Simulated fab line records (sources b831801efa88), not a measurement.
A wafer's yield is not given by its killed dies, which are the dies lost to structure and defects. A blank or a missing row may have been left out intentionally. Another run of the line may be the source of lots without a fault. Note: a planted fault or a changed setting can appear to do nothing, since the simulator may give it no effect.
Which tool did it? -- flow sky130 -- 14 lots, 41 wafers sampled, at 3 steps of a route of 708

## WHAT EACH GAUGE READ, for each wafer
SKY_VT_ADJUST_LVTN_OVL_MEAS_18. Usual: for VT_ADJUST_LVTN_01_OVL the level is 0.1 nm and the standard deviation is 1.4.
lot,measured,on,VT_ADJUST_LVTN_01_OVL (nm),flag
L465,day 8 03:00,overlay-01,-2.1 -0.2 -1.9,
L466,day 8 08:56,overlay-02,0.7 0.2 -0.3,
L468,day 9 06:32,overlay-01,-0.4 -0.9 -1.3,
L469,day 9 07:35,overlay-01,0.8 0.9 -0.6,
L472,day 9 22:06,overlay-02,1.9 2.4,
L477,day 11 13:55,overlay-02,-2.0 -0.1 -1.2,
L481,day 12 14:40,overlay-02,0.4 0.8 0.0,
L482,day 13 00:08,overlay-01,1.9 3.3 1.4,
L483,day 13 07:50,overlay-02,-0.8 0.0 0.2,
L484,day 13 15:17,overlay-01,0.0 -0.2 -0.4,
L486,day 13 22:05,overlay-02,-2.0 -3.0 -0.8,
L485,day 13 22:54,overlay-02,-0.2 1.5 1.5,
L487,day 14 03:38,overlay-02,-0.6 -1.6 -0.9,
L488,day 14 08:47,overlay-01,-0.3 -3.1 -2.1,

SKY_VT_ADJUST_HVTR_OVL_MEAS_08. Usual: for VT_ADJUST_HVTR_OVL the level is 0.1 nm and the standard deviation is 1.6.
lot,measured,on,VT_ADJUST_HVTR_OVL (nm),flag
L465,day 9 23:49,overlay-01,1.8 1.4 0.7,
L466,day 10 06:04,overlay-02,2.3 1.7 3.0,
L468,day 11 04:37,overlay-01,2.3 2.3 3.8,
L469,day 11 05:30,overlay-02,-1.5 -2.5 0.5,
L472,day 11 21:43,overlay-01,-2.1 -0.8,
L477,day 13 15:34,overlay-02,-1.1 0.5 -0.6,
L481,day 14 18:01,overlay-01,1.6 2.4 2.9,
L482,day 15 04:28,overlay-01,-1.1 -0.6 -2.3,
L483,day 15 12:32,overlay-02,-2.5 -0.5 -2.9,
L484,day 15 21:56,overlay-02,2.1 2.2 -0.1,
L486,day 16 04:13,overlay-01,1.5 0.7 1.2,
L485,day 16 05:02,overlay-02,-1.8 -1.0 -1.1,
L487,day 16 10:34,overlay-02,1.1 1.6 1.3,
L488,day 16 16:17,overlay-01,-0.5 0.0 0.3,

## TOOL THAT RAN EACH LOT (tool first, then ch and the chambers of the sampled wafers, then the start)
lot,SKY_VT_ADJUST_LVTN_STRIP_20
L465,"plasmaAsher-01 ch 0,1, day 8 03:11"
L466,"plasmaAsher-01 ch 1, day 8 09:08"
L468,"plasmaAsher-01 ch 0,1, day 9 06:44"
L469,"plasmaAsher-03 ch 0,1, day 9 07:46"
L472,"plasmaAsher-04 ch 0,1, day 9 22:17"
L477,"plasmaAsher-01 ch 0,1, day 11 14:06"
L481,"plasmaAsher-03 ch 0,1, day 12 14:51"
L482,"plasmaAsher-01 ch 0,1, day 13 00:20"
L483,"plasmaAsher-01 ch 0,1, day 13 08:03"
L484,"plasmaAsher-03 ch 0,1, day 13 15:30"
L486,"plasmaAsher-03 ch 0,1, day 13 22:16"
L485,"plasmaAsher-03 ch 0,1, day 13 23:16"
L487,"plasmaAsher-01 ch 0,1, day 14 03:58"
L488,"plasmaAsher-04 ch 0,1, day 14 09:00"
- SKY_VT_ADJUST_LVTN_STRIP_20: strips in O2/N2.

## AS READ BY THE TOOLS THEMSELVES (means over the sampled wafers that have a number; for cases with no such wafer, the mark the record gives instead)
SKY_VT_ADJUST_LVTN_STRIP_20. Usual: drypumpMotorCurrentA 5.7 A, standard deviation 0.48; oesProductAu 0.715 a.u., standard deviation 0.0043; stripTimeToEndpointS 14.19 s, standard deviation 0.038.
lot,tool,drypumpMotorCurrentA (A),oesProductAu (a.u.),stripTimeToEndpointS (s),flag
L465,plasmaAsher-01,5.3,0.714,14.15,
L466,plasmaAsher-01,5.8,0.714,14.23,
L468,plasmaAsher-01,5.5,0.713,14.18,
L469,plasmaAsher-03,5.9,0.721,14.15,
L472,plasmaAsher-04,6.2,0.720,14.22,
L477,plasmaAsher-01,5.3,0.718,14.19,
L481,plasmaAsher-03,5.9,0.719,14.24,
L482,plasmaAsher-01,5.5,0.717,14.17,
L483,plasmaAsher-01,5.5,0.711,14.23,
L484,plasmaAsher-03,5.6,0.717,14.22,
L486,plasmaAsher-03,5.6,0.716,14.22,
L485,plasmaAsher-03,5.6,0.715,14.16,
L487,plasmaAsher-01,5.3,0.714,14.19,
L488,plasmaAsher-04,6.3,0.716,14.23,

## THE ANSWER, worked out from the rows above alone
Rule: a lot is off if the mean of its wafers that have a number lies more than 3 standard deviations from the usual mean. Also off: a lot with no number at a reading for which 4 or more lots have one. All remaining lots with rows at the step are treated as sound. First the gauges in route order, then the tools' own readings, where a lot's mean is used as printed above. The first step at which some lot is off is used, and at that step the reading that is off furthest; a lot without a number counts as furthest.
Nothing can be told from this: no lot is off at any reading shown.

## WHAT WAS PUT IN BY THE SIMULATOR
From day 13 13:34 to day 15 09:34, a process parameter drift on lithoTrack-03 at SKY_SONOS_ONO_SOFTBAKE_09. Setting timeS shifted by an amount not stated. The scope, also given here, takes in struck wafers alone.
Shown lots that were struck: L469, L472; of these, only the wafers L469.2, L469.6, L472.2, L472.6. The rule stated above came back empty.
